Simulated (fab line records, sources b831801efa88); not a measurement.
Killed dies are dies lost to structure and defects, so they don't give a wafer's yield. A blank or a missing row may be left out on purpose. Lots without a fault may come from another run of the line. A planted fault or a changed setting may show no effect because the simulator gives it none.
A struck lot beside a sound one | flow sky130 | 25 steps out of a route of 708
Sound: wafers L423.1, L423.3, L423.4. Struck: wafers L428.1, L428.2, L428.5. The cause comes at the end.
At each step with rows: each side's tool, then ch and its chambers, then its first start. Under that, the readings that differ: sound wafers | struck wafers | difference of the means | sigmas: that difference in standard deviations of wafers without a fault.
alike: readings whose means differ by less than 2 such deviations, and words and numbers that are the same on both sides. not compared: withheld readings, readings that some wafer has no value for, bounds like >300 that may hide the same value, and numbers for which the record gives no deviation and whose values overlap.
The two part at a step that has a row with sigmas, a row that says differs or no value, or rows on one side only. Numbers that don't overlap but have no deviation are shown without sigmas and don't part them. A reading that every wafer of one side lacks parts them only if that side has two wafers or more.

first, 7 steps without rows for these wafers: SKY_FIELD_ISO_HMDS_06 (prime time 60 s); SKY_FIELD_ISO_COAT_07 (resist thk 60 nm); SKY_FIELD_ISO_COAT_08 (resist thk 450 nm); SKY_FIELD_ISO_SOFTBAKE_09 (time 90 s); SKY_FIELD_ISO_EXPOSE_10 (exposes mask FOM, target cd 150 nm); SKY_FIELD_ISO_PEB_11; SKY_FIELD_ISO_DEVELOP_12 (develop time 60 s).
SKY_FIELD_ISO_CD_MEAS_13: target cd 150 nm.
  sound on cd_sem-02, day 4 19:29; struck on cd_sem-01, day 5 22:13
  alike: cd_nm
SKY_FIELD_ISO_ETCH_14: etches BARC in N2/H2, stops on SiO2, time 45.9 s, target depth 60 nm.
  sound on rie_diel-01 ch 1,2,3, day 4 19:36; struck on rie_diel-02 ch 0,1,2, day 5 22:20
  alike: drypump_motor_current_A, n2_flow_sccm, oes_product_au, run_length_s, throttle_valve_pct
  not compared: rf_hours_counter_h
SKY_FIELD_ISO_ETCH_15: etches the open film in CHF3/O2, stops on Si, target depth 180 nm, time 72 s.
  sound on rie_diel-01 ch 1,2,3, day 4 19:38; struck on rie_diel-02 ch 0,1,2, day 5 22:22
  reading          | sound            | struck            | difference | sigmas
  run_length_s (s) | 99.6 100.0 100.0 | 100.3 101.1 100.9 | +0.9       | +2
  alike: drypump_motor_current_A, oes_product_au, throttle_valve_pct
  not compared: rf_hours_counter_h
SKY_FIELD_ISO_STRIP_16: strips in O2/N2.
  sound on plasma_asher-03 ch 0,1, day 4 19:42; struck on plasma_asher-02 ch 0,1, day 5 22:26
  reading                      | sound          | struck         | difference | sigmas
  strip_time_to_endpoint_s (s) | 3.58 3.61 3.59 | 3.45 3.56 3.50 | -0.09      | -2
  alike: drypump_motor_current_A, n2_flow_sccm, o2_flow_sccm, oes_product_au
  not compared: rf_hours_counter_h
SKY_FIELD_ISO_ETCH_17: etches Si in HBr/Cl2/O2, target depth 342 nm, time 97.7 s.
  sound on rie_si-02 ch 0,1,2, day 4 19:48; struck on rie_si-01 ch 1,2,3, day 5 22:32
  alike: HBr_flow_sccm, drypump_motor_current_A, mfc_cl2_sccm, oes_product_au, run_length_s, throttle_valve_pct
  not compared: rf_hours_counter_h
SKY_FIELD_ISO_WET_ETCH_18: etches Si3N4 in H3PO4, target depth 25 nm, time 286 s.
  sound on wet_bench-01 ch 3, day 4 19:52; struck on wet_bench-01 ch 1, day 5 22:36
  reading                                     | sound             | struck            | difference | sigmas
  run_length_s (s)                            | 320.5 320.5 320.5 | 57.0 57.0 57.0    | -263.5     | -88
  model.Si3N4_of_FIELD_ISO_CVD_03.thk_nm (nm) | 125.1 124.3 123.6 | 147.9 147.8 146.8 | +23.2      |
then, 4 steps without rows for these wafers: SKY_FIELD_ISO_CLEAN_19 (cleans in SC1/SC2, time 150 s); SKY_FIELD_ISO_CLEAN_20 (cleans in dHF, time 20 s); SKY_FIELD_ISO_WET_ETCH_21 (etches SiO2 in dHF, target depth 20 nm, time 400 s); SKY_FIELD_ISO_OXIDATION_22 (stabilise 600 s, purge 300 s, target thk 10 nm).
SKY_FIELD_ISO_THK_MEAS_23:
  sound on film_metro-04, day 4 22:32; struck on film_metro-02, day 6 00:55
  alike: FIELD_ISO_OXIDATION_01_THK
then, 1 step without rows for these wafers: SKY_FIELD_ISO_CVD_24 (deposits SiO2, target thk 595 nm, time 99.2 s).
SKY_FIELD_ISO_THK_MEAS_25:
  sound on film_metro-02, day 4 22:40; struck on film_metro-01, day 6 01:02
  alike: FIELD_ISO_CVD_24_THK
then, 1 step without rows for these wafers: SKY_FIELD_ISO_ANNEAL_26 (time 1800 s).
SKY_FIELD_ISO_CMP_27: polishes, stops on Si3N4, t overpolish 16 s, target thk 457.8 nm.
  sound on cmp-02 ch 0,1,2, day 5 01:16; struck on cmp-01 ch 1,2, day 6 02:39
  alike: motor_current_A
SKY_FIELD_ISO_WET_ETCH_28: etches SiO2 in dHF, target depth 23.7 nm, time 47 s.
  sound on wet_bench-01 ch 2, day 5 01:34; struck on wet_bench-01 ch 2, day 6 02:54
  reading                                     | sound             | struck          | difference | sigmas
  model.Si3N4_of_FIELD_ISO_CVD_03.thk_nm (nm) | 119.2 118.5 117.7 | 142 141.9 140.9 | +23        |
  alike: run_length_s
then, 1 step without rows for these wafers: SKY_FIELD_ISO_WET_ETCH_29 (etches Si3N4 in H3PO4, target depth 160 nm, time 1825 s).
SKY_PAD_OPEN_PROBE_99:
  the record has rows for the sound wafers here (prober-01, day 48 22:27) and none for the struck ones

WHERE THEY PART
First at SKY_FIELD_ISO_ETCH_15; last, within this record, at SKY_PAD_OPEN_PROBE_99.

WHY: what the simulator had put in
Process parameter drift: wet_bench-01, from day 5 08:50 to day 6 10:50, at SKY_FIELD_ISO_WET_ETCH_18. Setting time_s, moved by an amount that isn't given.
